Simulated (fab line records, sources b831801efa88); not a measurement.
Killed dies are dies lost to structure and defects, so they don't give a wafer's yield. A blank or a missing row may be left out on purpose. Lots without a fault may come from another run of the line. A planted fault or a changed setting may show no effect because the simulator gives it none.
fab line records | flow sky130
record lots=6 wafers=18 last_day=50
route steps=708 shown POLY_CUT@317 SD_P@320 RES_XHIGH@332 SD_N@342 PAD_OPEN@708
lots that met no fault: from a run of the same line without faults
start_h: hours from the record's first day to the start of the lot's first wafer shown | wait_h: hours since the lot's step before | " the same as in the row above | L1.1+2: a row that stands for several wafers | - no value, or no start given | * or withheld: withheld | < > ~ a bound
route shown NAME@n: a module of which the file shows steps, and the number in the route of the first | usual: mean/standard deviation of fault-free wafers | same: alike in all rows | chamber/n: place in a boat | sites: the reading at each site | _std_site: their standard deviation | _edge_site: outer sites' mean less inner sites' | radius_mm: how far each site lies from the wafer's centre | mask NAME#n: copy n | behind: the tool/chamber that last shaped the wafer | hold: why the lot was held/for how many hours/how that ended | device: the transistor (n, p or np) that didn't switch | end of line: the same wafers' tests at the end of the route | a step without rows: its recipe alone | killed: dies lost to structure and defects at the first sort, not the wafer's yield | map: a wafer's dies, x killed, . not, _ none there
set.NAME: the setting as run; set.NAME@STEP: as run at that earlier step | model.NAME: the simulator's own value behind a step, which no gauge read
lots at some steps of the route; a table a step, a row a wafer
services: from which hour (start_h, from the record's first day; less than 0 if before it) a tool's chamber was out of use, for how many hours, and why
## steps
# step SKY_POLY_CUT_ETCH_10
# recipe chemistry=N2/H2 target=BARC ion_energy_ev=200 source_w=500 bias_w=100 pressure_mtorr=30 n2_flow_sccm=100 h2_flow_sccm=200 stop_on=SiO2 time_s=45.9 target_depth_a=600
# step SKY_POLY_CUT_ETCH_11
# recipe target=Si3N4 chemistry=CF4/CH2F2/Ar stop_on=poly-Si source_w=600 bias_w=150 pressure_mtorr=40 cf4_flow_sccm=40 ch2f2_flow_sccm=20 Ar_flow_sccm=150 time_s=42.5 target_depth_a=600
# usual cf4_flow_sccm=40.00/0.11 drypump_motor_current_A=5.6/0.6 oes_product_au=0.831/0.0065 throttle_valve_pct=14.994/0.01
# columns lot.wafer tool chamber start_h wait_h cf4_flow_sccm drypump_motor_current_A oes_product_au rf_hours_counter_h throttle_valve_pct
L136.2 rie_diel-01 1 597.60 0.0 40.01 5.6 0.836 13 14.987
L136.3 " 2 " " 39.89 6.2 0.826 3 14.996
L136.5 " 1 " " 39.99 5.6 0.838 - 14.989
L142.2 rie_diel-04 1 652.25 0.0 39.92 4.9 0.836 14 14.993
L142.4 " 0 " " 39.98 5.3 0.837 6 15.004
L142.6 " 2 " " 39.96 5.9 0.834 - 14.999
L144.2 rie_diel-01 1 668.70 0.0 40.13 5.6 0.839 14 14.987
L144.3 " 2 " " 39.82 6.2 0.842 4 15.012
L144.6 " 3 " " 39.86 6.5 0.825 - 15.011
L146.1 rie_diel-04 2 682.08 0.0 39.93 5.9 0.833 12 14.990
L146.2 " 3 " " 40.20 5.0 0.831 25 15.007
L146.3 " 1 " " 40.00 4.9 0.833 14 14.990
L150.1 rie_diel-04 0 714.85 0.0 40.18 5.2 0.821 7 14.997
L150.3 " 1 " " 39.93 4.9 0.828 15 14.973
L150.5 " 3 " " 40.02 5.0 0.824 - 14.991
L153.1 rie_diel-03 1 734.00 0.0 40.06 6.1 0.822 1 15.006
L153.2 " 3 " " 40.05 5.2 0.835 8 15.005
L153.6 " 3 " " 40.11 5.2 0.831 - 14.975
# step SKY_POLY_CUT_STRIP_12
# recipe chemistry=O2/N2 power_w=1400 pressure_mtorr=1500 platen_temp_c=withheld o2_flow_sccm=3000 n2_flow_sccm=300 overash_fraction=0.5
# usual drypump_motor_current_A=5.6/0.53 oes_product_au=0.453/0.0044 strip_time_to_endpoint_s=5.367/0.016
# columns lot.wafer tool chamber start_h wait_h drypump_motor_current_A oes_product_au rf_hours_counter_h strip_time_to_endpoint_s
L136.2 plasma_asher-04 0 597.64 0.0 5.0 0.460 77 5.396
L136.3 " 0 " " 5.0 0.449 - 5.381
L136.5 " 1 " " 6.4 0.462 - 5.365
L142.2 plasma_asher-01 1 652.29 0.0 6.1 0.459 22 5.424
L142.4 " 1 " " 6.1 0.446 - 5.387
L142.6 " 0 " " 5.0 0.456 - 5.380
L144.2 plasma_asher-03 0 668.74 0.0 5.5 0.454 92 5.381
L144.3 " 0 " " 5.6 0.452 - 5.368
L144.6 " 1 " " 5.8 0.454 - 5.333
L146.1 plasma_asher-01 1 682.12 0.0 6.1 0.459 25 5.335
L146.2 " 0 " " 5.0 0.451 25 5.360
L146.3 " 1 " " 6.1 0.446 - 5.361
L150.1 plasma_asher-03 1 714.89 0.0 5.8 0.454 97 5.381
L150.3 " 1 " " 5.8 0.453 - 5.369
L150.5 " 1 " " 5.7 0.456 - 5.361
L153.1 plasma_asher-04 1 734.04 0.0 6.4 0.454 91 5.357
L153.2 " 0 " " 5.0 0.453 91 5.367
L153.6 " 1 " " 6.4 0.443 - 5.350
# step SKY_SD_P_DEHYDRATE_00
# recipe temp_c=200 time_s=60
# step SKY_SD_P_HMDS_01
# recipe prime_time_s=60 prime_temp_c=120
# step SKY_SD_P_COAT_02
# recipe resist=NOVOLAK spin_rpm=3000 resist_thk_nm=1140
# step SKY_SD_P_SOFTBAKE_03
# recipe temp_c=90 time_s=60 resist=NOVOLAK
# step SKY_SD_P_EXPOSE_04
# recipe mask_id=PSDM na=0.6 source_shape=conventional sigma_outer=0.6 polarization=unpolarized target_cd_nm=380 dose_mj=138
# step SKY_SD_P_PEB_05
# recipe temp_c=withheld time_s=* resist=NOVOLAK
# step SKY_SD_P_DEVELOP_06
# recipe resist=NOVOLAK developer=TMAH develop_time_s=60 dev_temp_c=23
# step SKY_SD_P_CD_MEAS_07
# recipe target_cd_nm=380
# usual cd_nm=380.4/2.4
# columns lot.wafer tool chamber start_h wait_h cd_nm
L136.2 cd_sem-02 - 626.83 0.1 381.9
L136.3 " - " " 381.2
L136.5 " - " " 383.8
L142.2 cd_sem-02 - 681.15 0.1 379.3
L142.4 " - " " 379.1
L142.6 " - " " 378.8
L144.2 cd_sem-02 - 697.15 0.1 378.0
L144.3 " - " " 377.2
L144.6 " - " " 374.8
L146.1 cd_sem-02 - 709.83 0.1 381.1
L146.2 " - " " 380.0
L146.3 " - " " 382.0
L150.1 cd_sem-02 - 743.45 0.1 380.0
L150.3 " - " " 379.7
L150.5 " - " " 381.5
L153.1 cd_sem-02 - 761.91 0.1 380.3
L153.2 " - " " 381.6
L153.6 " - " " 381.7
# step SKY_SD_P_OVL_MEAS_08
# usual SD_P_OVL=0.6/1.5
# columns lot.wafer tool chamber start_h wait_h SD_P_OVL[nm]
L136.2 overlay-02 - 626.94 0.1 0.1
L136.3 " - " " 1.3
L136.5 " - " " 1.6
L142.2 overlay-01 - 681.26 0.1 -0.4
L142.4 " - " " 1.5
L142.6 " - " " 1.0
L144.2 overlay-01 - 697.26 0.1 -0.3
L144.3 " - " " -0.3
L144.6 " - " " -1.8
L146.1 overlay-01 - 709.95 0.1 1.4
L146.2 " - " " -0.5
L146.3 " - " " 2.3
L150.1 overlay-01 - 743.57 0.1 3.7
L150.3 " - " " 3.7
L150.5 " - " " 0.9
L153.1 overlay-01 - 762.03 0.1 1.5
L153.2 " - " " 2.4
L153.6 " - " " -0.9
# step SKY_SD_P_IMPLANT_09
# recipe species=BF2 energy_kev=20 dose_cm2=3e+15 tilt_deg=0
# columns lot.wafer tool chamber start_h wait_h
L136.2+3+5 implanter-04 0 626.99 0.0
L142.2+4+6 implanter-03 0 681.31 0.0
L144.2+3+6 implanter-04 0 697.31 0.0
L146.1+2+3 implanter-04 0 709.99 0.0
L150.1+3+5 implanter-03 0 743.61 0.0
L153.1+2+6 implanter-01 0 762.07 0.0
# step SKY_SD_P_STRIP_10
# recipe chemistry=O2/N2 power_w=1400 pressure_mtorr=1500 platen_temp_c=withheld o2_flow_sccm=3000 n2_flow_sccm=300 overash_fraction=0.5
# usual drypump_motor_current_A=5.6/0.47 oes_product_au=0.617/0.0044 strip_time_to_endpoint_s=17.49/0.04
# columns lot.wafer tool chamber start_h wait_h drypump_motor_current_A oes_product_au rf_hours_counter_h strip_time_to_endpoint_s
L136.2 plasma_asher-04 1 627.12 0.1 6.3 0.620 80 17.42
L136.3 " 1 " " 6.3 0.618 - 17.46
L136.5 " 1 " " 6.4 0.613 - 17.41
L142.2 plasma_asher-02 0 681.44 0.1 5.3 0.607 57 17.51
L142.4 " 1 " " 5.7 0.620 - 17.50
L142.6 " 1 " " 5.7 0.620 - 17.48
L144.2 plasma_asher-02 0 697.44 0.1 5.3 0.617 58 17.48
L144.3 " 0 " " 5.3 0.626 - 17.53
L144.6 " 0 " " 5.3 0.623 - 17.50
L146.1 plasma_asher-03 1 710.14 0.1 5.8 0.621 96 17.42
L146.2 " 0 " " 5.6 0.618 96 17.42
L146.3 " 0 " " 5.6 0.612 - 17.47
L150.1 plasma_asher-04 1 743.76 0.1 6.3 0.626 92 17.51
L150.3 " 0 " " 5.0 0.616 - 17.55
L150.5 " 0 " " 5.0 0.620 - 17.54
L153.1 plasma_asher-02 1 762.22 0.1 5.7 0.621 65 17.52
L153.2 " 0 " " 5.3 0.617 65 17.44
L153.6 " 0 " " 5.3 0.621 - 17.51
# step SKY_SD_P_TW_MEAS_11
# usual SD_P_TW=2830/17
# columns lot.wafer tool chamber start_h wait_h SD_P_TW
L136.2 film_metro-03 - 627.23 0.1 2843
L136.3 " - " " 2843
L136.5 " - " " 2840
L142.2 film_metro-01 - 681.55 0.1 2874
L142.4 " - " " 2868
L142.6 " - " " 2868
L144.2 film_metro-02 - 697.55 0.1 2806
L144.3 " - " " 2807
L144.6 " - " " 2812
L146.1 film_metro-03 - 710.24 0.1 2834
L146.2 " - " " 2812
L146.3 " - " " 2808
L150.1 film_metro-01 - 743.86 0.1 2849
L150.3 " - " " 2849
L150.5 " - " " 2848
L153.1 film_metro-01 - 762.32 0.1 2848
L153.2 " - " " 2858
L153.6 " - " " 2832
# step SKY_RES_XHIGH_DEHYDRATE_00
# recipe temp_c=200 time_s=60
# step SKY_RES_XHIGH_HMDS_01
# recipe prime_time_s=60 prime_temp_c=120
# step SKY_RES_XHIGH_COAT_02
# recipe resist=NOVOLAK spin_rpm=3000 resist_thk_nm=1140
# step SKY_RES_XHIGH_SOFTBAKE_03
# recipe temp_c=90 time_s=60 resist=NOVOLAK
# step SKY_RES_XHIGH_EXPOSE_04
# recipe mask_id=URPM na=0.6 source_shape=conventional sigma_outer=0.6 polarization=unpolarized target_cd_nm=1270 dose_mj=140
# step SKY_RES_XHIGH_PEB_05
# recipe temp_c=withheld time_s=* resist=NOVOLAK
# step SKY_RES_XHIGH_DEVELOP_06
# recipe resist=NOVOLAK developer=TMAH develop_time_s=60 dev_temp_c=23
# step SKY_RES_XHIGH_IMPLANT_07
# recipe species=BF2 energy_kev=20 dose_cm2=3.6e+14 tilt_deg=0
# step SKY_RES_XHIGH_STRIP_08
# recipe chemistry=O2/N2 power_w=1400 pressure_mtorr=1500 platen_temp_c=withheld o2_flow_sccm=3000 n2_flow_sccm=300 overash_fraction=0.5
# usual drypump_motor_current_A=5.5/0.32 oes_product_au=0.712/0.0046 strip_time_to_endpoint_s=14.28/0.045
# columns lot.wafer tool chamber start_h wait_h drypump_motor_current_A oes_product_au rf_hours_counter_h strip_time_to_endpoint_s
L136.2 plasma_asher-02 1 656.71 0.1 5.7 0.707 54 14.19
L136.3 " 0 " " 5.3 0.714 - 14.17
L136.5 " 1 " " 5.7 0.707 - 14.22
L142.2 plasma_asher-02 1 709.66 0.1 5.7 0.711 59 14.25
L142.4 " 0 " " 5.3 0.707 - 14.21
L142.6 " 1 " " 5.7 0.708 - 14.24
L144.2 plasma_asher-03 1 726.16 0.1 5.8 0.715 98 14.30
L144.3 " 1 " " 5.8 0.717 - 14.29
L144.6 " 1 " " 5.8 0.711 - 14.28
L146.1 plasma_asher-02 1 739.03 0.1 5.7 0.710 63 14.31
L146.2 " 0 " " 5.3 0.714 63 14.31
L146.3 " 0 " " 5.3 0.711 - 14.28
L150.1 plasma_asher-02 1 770.73 0.1 5.7 0.708 66 14.21
L150.3 " 1 " " 5.7 0.701 - 14.29
L150.5 " 1 " " 5.7 0.717 - 14.25
L153.1 plasma_asher-03 1 788.73 0.1 5.8 0.715 4 14.27
L153.2 " 0 " " 5.5 0.705 4 14.32
L153.6 " 1 " " 5.8 0.714 - 14.23
# step SKY_RES_XHIGH_TW_MEAS_09
# usual RES_XHIGH_TW=1646/13
# columns lot.wafer tool chamber start_h wait_h RES_XHIGH_TW
L136.2 film_metro-01 - 656.82 0.1 1641
L136.3 " - " " 1645
L136.5 " - " " 1650
L142.2 film_metro-01 - 709.77 0.1 1658
L142.4 " - " " 1669
L142.6 " - " " 1670
L144.2 film_metro-02 - 726.27 0.1 1626
L144.3 " - " " 1625
L144.6 " - " " 1616
L146.1 film_metro-02 - 739.13 0.1 1635
L146.2 " - " " 1633
L146.3 " - " " 1625
L150.1 film_metro-01 - 770.83 0.1 1656
L150.3 " - " " 1656
L150.5 " - " " 1659
L153.1 film_metro-02 - 788.83 0.1 1640
L153.2 " - " " 1634
L153.6 " - " " 1623
# step SKY_SD_N_DEHYDRATE_00
# recipe temp_c=200 time_s=60
# step SKY_SD_N_HMDS_01
# recipe prime_time_s=60 prime_temp_c=120
# step SKY_SD_N_COAT_02
# recipe resist=NOVOLAK spin_rpm=3000 resist_thk_nm=1140
# step SKY_SD_N_SOFTBAKE_03
# recipe temp_c=90 time_s=60 resist=NOVOLAK
# step SKY_SD_N_EXPOSE_04
# recipe mask_id=NSDM na=0.6 source_shape=conventional sigma_outer=0.6 polarization=unpolarized target_cd_nm=380 dose_mj=141
# step SKY_SD_N_PEB_05
# recipe temp_c=withheld time_s=* resist=NOVOLAK
# step SKY_SD_N_DEVELOP_06
# recipe resist=NOVOLAK developer=TMAH develop_time_s=60 dev_temp_c=23
# step SKY_SD_N_CD_MEAS_07
# recipe target_cd_nm=380
# usual cd_nm=379.7/2.6
# columns lot.wafer tool chamber start_h wait_h cd_nm
L136.2 cd_sem-01 - 685.58 0.1 381.6
L136.3 " - " " 385.7
L136.5 " - " " 385.8
L142.2 cd_sem-01 - 738.78 0.1 378.7
L142.4 " - " " 378.8
L142.6 " - " " 380.4
L144.2 cd_sem-02 - 754.23 0.1 381.3
L144.3 " - " " 379.2
L144.6 " - " " 383.1
L146.1 cd_sem-02 - 766.41 0.1 379.6
L146.2 " - " " 378.3
L146.3 " - " " 380.7
L150.1 cd_sem-02 - 797.16 0.1 374.3
L150.3 " - " " 373.8
L150.5 " - " " 375.7
L153.1 cd_sem-01 - 815.25 0.1 377.8
L153.2 " - " " 377.7
L153.6 " - " " 379.2
# step SKY_SD_N_OVL_MEAS_08
# usual SD_N_OVL=0.3/1.5
# columns lot.wafer tool chamber start_h wait_h SD_N_OVL[nm]
L136.2 overlay-01 - 685.69 0.1 2.0
L136.3 " - " " 1.1
L136.5 " - " " 3.1
L142.2 overlay-01 - 738.89 0.1 0.8
L142.4 " - " " 2.2
L142.6 " - " " -0.2
L144.2 overlay-01 - 754.34 0.1 1.2
L144.3 " - " " 1.7
L144.6 " - " " 1.3
L146.1 overlay-01 - 766.53 0.1 -0.2
L146.2 " - " " 1.8
L146.3 " - " " 0.4
L150.1 overlay-01 - 797.28 0.1 0.6
L150.3 " - " " 0.4
L150.5 " - " " -0.4
L153.1 overlay-01 - 815.37 0.1 -0.6
L153.2 " - " " 0.7
L153.6 " - " " -0.3
# step SKY_SD_N_IMPLANT_09
# recipe species=As energy_kev=50 dose_cm2=4e+15 tilt_deg=0
# step SKY_SD_N_IMPLANT_10
# recipe species=P energy_kev=20 dose_cm2=1e+14 tilt_deg=0
# step SKY_SD_N_STRIP_11
# recipe chemistry=O2/N2 power_w=1400 pressure_mtorr=1500 platen_temp_c=withheld o2_flow_sccm=3000 n2_flow_sccm=300 overash_fraction=0.5
# usual drypump_motor_current_A=5.6/0.53 oes_product_au=0.528/0.0046 strip_time_to_endpoint_s=22.55/0.051
# columns lot.wafer tool chamber start_h wait_h drypump_motor_current_A oes_product_au rf_hours_counter_h strip_time_to_endpoint_s
L136.2 plasma_asher-01 1 686.02 0.1 6.1 0.522 25 22.54
L136.3 " 0 " " 5.0 0.531 - 22.56
L136.5 " 1 " " 6.1 0.530 - 22.54
L142.2 plasma_asher-04 1 739.22 0.1 6.4 0.521 91 22.53
L142.4 " 0 " " 5.0 0.528 - 22.53
L142.6 " 1 " " 6.3 0.525 - 22.50
L144.2 plasma_asher-02 1 754.67 0.1 5.7 0.523 64 22.59
L144.3 " 1 " " 5.7 0.523 - 22.57
L144.6 " 0 " " 5.3 0.524 - 22.54
L146.1 plasma_asher-04 1 766.87 0.1 6.4 0.529 94 22.52
L146.2 " 0 " " 5.0 0.537 94 22.54
L146.3 " 0 " " 5.0 0.524 - 22.51
L150.1 plasma_asher-02 0 797.62 0.1 5.3 0.533 69 22.56
L150.3 " 1 " " 5.7 0.523 - 22.56
L150.5 " 0 " " 5.3 0.522 - 22.58
L153.1 plasma_asher-02 0 815.71 0.1 5.3 0.516 71 22.59
L153.2 " 1 " " 5.7 0.522 71 22.58
L153.6 " 0 " " 5.3 0.525 - 22.52
# step SKY_SD_N_TW_MEAS_12
# usual SD_N_TW=3987/23
# columns lot.wafer tool chamber start_h wait_h SD_N_TW
L136.2 film_metro-01 - 686.13 0.1 4039
L136.3 " - " " 4036
L136.5 " - " " 4043
L142.2 film_metro-03 - 739.33 0.1 4016
L142.4 " - " " 4011
L142.6 " - " " 4009
L144.2 film_metro-02 - 754.78 0.1 3978
L144.3 " - " " 3983
L144.6 " - " " 3973
L146.1 film_metro-02 - 766.97 0.1 3975
L146.2 " - " " 3988
L146.3 " - " " 3985
L150.1 film_metro-02 - 797.72 0.1 3979
L150.3 " - " " 3974
L150.5 " - " " 3977
L153.1 film_metro-03 - 815.81 0.1 4012
L153.2 " - " " 4003
L153.6 " - " " 4016
# step SKY_SD_N_CLEAN_13
# recipe chemistry=SC1/SC2 mix=1:4:20 temp_c=70 time_s=150 dry=n2_spin
# step SKY_SD_N_RTA_14
# recipe temp_c=1075 time_s=2 idle_temp_c=650 ramp_up_c_per_s=150 ramp_down_c_per_s=90 ambient=N2
# step SKY_SD_N_RS_MEAS_16
# recipe thk_meas_gauge=four-point-probe
# usual SD_N_RS=68.54/0.13
# columns lot.wafer tool chamber start_h wait_h SD_N_RS[ohm/sq]
L136.2 film_metro-02 - 686.43 0.1 68.51
L136.3 " - " " 68.59
L136.5 " - " " 68.58
L142.2 film_metro-02 - 739.62 0.1 68.63
L142.4 " - " " 68.57
L142.6 " - " " 68.47
L144.2 film_metro-01 - 755.13 0.1 68.52
L144.3 " - " " 68.54
L144.6 " - " " 68.37
L146.1 film_metro-03 - 767.31 0.1 68.68
L146.2 " - " " 68.61
L146.3 " - " " 68.67
L150.1 film_metro-01 - 798.00 0.1 68.55
L150.3 " - " " 68.53
L150.5 " - " " 68.44
L153.1 film_metro-01 - 816.09 0.1 68.41
L153.2 " - " " 68.46
L153.6 " - " " 68.47
# step SKY_PAD_OPEN_PROBE_99
# usual killed_at_M0_to_M3=43/7.1 killed_at_M4_up=3.2/1.9 killed_at_contacts=23/5.1 killed_at_front_end=15/4.5 killed_at_other=0.4/0.65 killed_dies=85/9.4 killed_open=47/6.8 killed_short=38/6.1
# same gross_dies=492 killed_at_back_side=0
# columns lot.wafer tool chamber start_h wait_h killed_at_M0_to_M3 killed_at_M4_up killed_at_contacts killed_at_front_end killed_at_other killed_dies killed_open killed_short model.etest.res_high_po.rs_ohm_sq_range model.etest.res_pdiff.rs_ohm_sq_range
L136.2 prober-01 - 1109.91 0.1 49 3 27 12 2 93 57 36 12.58 8.746
L136.3 prober-01 - 1109.96 0.2 54 6 27 13 0 100 48 52 11.55 9.076
L136.5 prober-01 - 1110.06 0.2 44 3 11 21 0 79 41 38 11.59 8.141
L142.2 prober-01 - 1146.39 0.1 42 2 25 15 0 84 43 41 8.638 4.452
L142.4 prober-01 - 1146.49 0.2 49 1 24 20 0 94 54 40 10.93 5.792
L142.6 prober-01 - 1146.59 0.2 52 2 21 13 0 88 55 33 7.885 5.893
L144.2 prober-01 - 1156.83 0.1 43 3 23 12 0 81 47 32 27.22 7.013
L144.3 prober-01 - 1156.88 0.2 55 4 20 19 1 99 56 43 5.898 3.221
L144.6 prober-01 - 1157.03 0.2 51 5 22 15 0 93 52 41 4.891 3.312
L146.1 prober-01 - 1162.92 0.1 32 7 19 20 0 78 42 35 7.846 5.281
L146.2 prober-01 - 1162.97 0.1 43 2 22 15 0 82 43 39 34.84 8.811
L146.3 prober-01 - 1163.02 0.2 36 0 22 18 0 76 41 35 7.455 5.878
L150.1 prober-01 - 1184.29 0.1 36 1 27 25 0 89 46 43 9.6 6.613
L150.3 prober-01 - 1184.39 0.2 43 3 19 9 0 74 33 41 7.143 4.992
L150.5 prober-01 - 1184.49 0.2 42 1 25 14 1 83 49 34 8.239 6.823
L153.1 prober-02 - 1193.46 0.1 40 5 19 10 0 74 37 37 7.852 2.957
L153.2 prober-02 - 1193.51 0.1 36 2 15 10 1 64 38 26 6.944 3.916
L153.6 prober-02 - 1193.71 0.2 35 2 23 13 0 73 40 33 6.274 4.014
# killed by level:class
L136.2 CONTACT:geometric_particle:open=12 VIA1:geometric_particle:open=12 VIA2:geometric_particle:open=11 VIA1:geometric_particle:short=7 POLY_GATE:geometric_particle:open=5 LI_CONTACT:geometric_particle:open=5 METAL1:geometric_particle:short=5 VIA3:geometric_particle:open=5
L136.3 VIA1:geometric_particle:open=10 CONTACT:geometric_particle:open=9 FIELD_ISO:geometric_particle:short=7 VIA1:geometric_particle:short=7 VIA3:geometric_particle:open=7 LI_CONTACT:geometric_particle:short=6 VIA2:geometric_particle:open=6 METAL1:geometric_particle:short=5
L136.5 VIA1:geometric_particle:open=12 POLY_GATE:geometric_particle:open=6 VIA3:geometric_particle:open=6 METAL2:geometric_particle:short=5 VIA2:geometric_particle:short=5 VIA2:geometric_particle:open=5 FIELD_ISO:geometric_particle:short=4 METAL1:geometric_particle:short=4
L142.2 CONTACT:geometric_particle:open=8 METAL2:geometric_particle:short=8 VIA1:geometric_particle:open=8 VIA3:geometric_particle:open=8 VIA1:geometric_particle:short=7 LI_CONTACT:geometric_particle:open=6 CONTACT:geometric_particle:short=5 VIA2:geometric_particle:open=4
L142.4 VIA1:geometric_particle:open=15 LI_CONTACT:geometric_particle:open=10 VIA2:geometric_particle:open=8 FIELD_ISO:geometric_particle:short=6 CONTACT:geometric_particle:open=6 METAL1:geometric_particle:short=6 CONTACT:geometric_particle:short=5 VIA2:geometric_particle:short=5
L142.6 VIA1:geometric_particle:open=11 VIA2:geometric_particle:open=10 LI_CONTACT:geometric_particle:open=9 VIA3:geometric_particle:open=7 METAL2:geometric_particle:short=6 FIELD_ISO:geometric_particle:open=4 CONTACT:geometric_particle:open=4 VIA3:geometric_particle:short=4
L144.2 CONTACT:geometric_particle:open=11 VIA1:geometric_particle:open=9 VIA2:geometric_particle:open=6 VIA3:geometric_particle:open=6 METAL1:geometric_particle:short=5 VIA2:geometric_particle:short=4 METAL3:geometric_particle:short=4 POLY_GATE:geometric_particle:short=3
L144.3 VIA1:geometric_particle:open=17 CONTACT:geometric_particle:open=9 VIA3:geometric_particle:short=7 METAL1:geometric_particle:short=6 METAL2:geometric_particle:short=5 VIA2:geometric_particle:open=5 FIELD_ISO:geometric_particle:open=4 CONTACT:geometric_particle:short=4
L144.6 VIA1:geometric_particle:open=13 LI_CONTACT:geometric_particle:open=9 VIA3:geometric_particle:open=7 METAL1:geometric_particle:short=7 CONTACT:geometric_particle:open=6 METAL2:geometric_particle:short=6 VIA1:geometric_particle:short=5 VIA2:geometric_particle:short=5
L146.1 CONTACT:geometric_particle:open=10 VIA3:geometric_particle:open=10 METAL4:geometric_particle:short=6 FIELD_ISO:geometric_particle:short=5 POLY_GATE:geometric_particle:short=5 FIELD_ISO:geometric_particle:open=4 VIA3:geometric_particle:short=4 VIA2:geometric_particle:open=4
L146.2 VIA1:geometric_particle:open=11 CONTACT:geometric_particle:open=7 VIA3:geometric_particle:open=7 VIA2:geometric_particle:open=6 LOCAL_INTERCONNECT:geometric_particle:short=6 FIELD_ISO:geometric_particle:short=5 METAL1:geometric_particle:short=5 LI_CONTACT:geometric_particle:open=4
L146.3 VIA1:geometric_particle:open=8 VIA3:geometric_particle:open=8 CONTACT:geometric_particle:open=7 FIELD_ISO:geometric_particle:open=5 POLY_GATE:geometric_particle:short=5 LI_CONTACT:geometric_particle:open=5 CONTACT:geometric_particle:short=5 METAL1:geometric_particle:short=5
L150.1 POLY_GATE:geometric_particle:open=8 METAL2:geometric_particle:short=8 LI_CONTACT:geometric_particle:open=7 CONTACT:geometric_particle:open=7 VIA2:geometric_particle:open=6 CONTACT:geometric_particle:short=6 FIELD_ISO:geometric_particle:open=5 VIA1:geometric_particle:open=5
L150.3 VIA2:geometric_particle:open=10 METAL1:geometric_particle:short=8 VIA1:geometric_particle:open=7 VIA2:geometric_particle:short=6 METAL2:geometric_particle:short=5 CONTACT:geometric_particle:short=4 LI_CONTACT:geometric_particle:short=4 LI_CONTACT:geometric_particle:open=4
L150.5 VIA1:geometric_particle:open=10 CONTACT:geometric_particle:open=10 VIA3:geometric_particle:open=9 LI_CONTACT:geometric_particle:open=6 CONTACT:geometric_particle:short=6 METAL1:geometric_particle:short=6 VIA2:geometric_particle:open=5 FIELD_ISO:geometric_particle:open=4
L153.1 VIA1:geometric_particle:open=12 CONTACT:geometric_particle:short=7 CONTACT:geometric_particle:open=6 VIA3:geometric_particle:open=6 METAL1:geometric_particle:short=5 VIA1:geometric_particle:short=5 METAL2:geometric_particle:short=4 METAL4:geometric_particle:short=4
L153.2 VIA1:geometric_particle:open=7 VIA2:geometric_particle:open=5 CONTACT:geometric_particle:open=5 POLY_GATE:geometric_particle:open=4 LI_CONTACT:geometric_particle:open=4 VIA3:geometric_particle:open=4 VIA1:geometric_particle:short=4 VIA3:geometric_particle:short=4
L153.6 CONTACT:geometric_particle:open=12 VIA1:geometric_particle:open=6 VIA2:geometric_particle:open=6 FIELD_ISO:geometric_particle:short=5 CONTACT:geometric_particle:short=4 METAL2:geometric_particle:short=4 VIA3:geometric_particle:open=4 LI_CONTACT:geometric_particle:short=3
## services
# columns tool chamber start_h hours kind
rie_diel-01 0 574.98 1.5 repair
rie_diel-03 2 575.26 4.1 repair
implanter-01 - 586.52 4.8 pm
rie_diel-01 3 594.16 2.5 repair
rie_diel-04 2 605.21 2.5 repair
plasma_asher-01 - 633.67 4.3 pm
implanter-04 - 635.98 5.2 repair
plasma_asher-03 - 662.96 4.0 repair
rie_diel-04 1 671.05 8.7 repair
implanter-03 - 672.48 4.2 pm
plasma_asher-03 - 674.01 1.2 repair
rie_diel-01 0 694.37 5.2 repair
rie_diel-04 0 717.81 13.3 repair
rie_diel-01 2 718.74 3.6 repair
implanter-04 - 723.03 2.2 repair
plasma_asher-03 - 733.75 9.0 pm
rie_diel-04 - 748.30 14.6 pm
plasma_asher-03 - 749.81 1.8 repair
implanter-03 - 762.84 4.0 repair
implanter-04 - 795.59 6.1 repair
rie_diel-01 1 796.63 5.0 repair
implanter-03 - 799.24 2.9 repair
rie_diel-04 2 807.28 5.3 repair
implanter-03 - 814.90 31.9 repair
## key
first_sign none at tools or gauges
model_effect step=SKY_PAD_OPEN_PROBE_99 value=etest.res_high_po.rs_ohm_sq_range without=5.961 struck=31.03
met_at SKY_SD_P_IMPLANT_09
struck_wafers L144.2,L146.2
tester_left_out L144,L146
onset_between 626.99 697.31
fault kind=process_parameter_drift tool=implanter-04 chamber=- onset_h=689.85 steps=SKY_SD_P_IMPLANT_09 channel=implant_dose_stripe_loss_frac offset=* shape=step end_h=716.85 scope=struck_wafers_only
# tester_left_out: of these lots the tester's yield and bins aren't shown, on N5 and GAA mostly nor the transistor test; their killed dies are dies lost to structure and defects alone, not to doping, threshold or leakage, so they don't give the yield
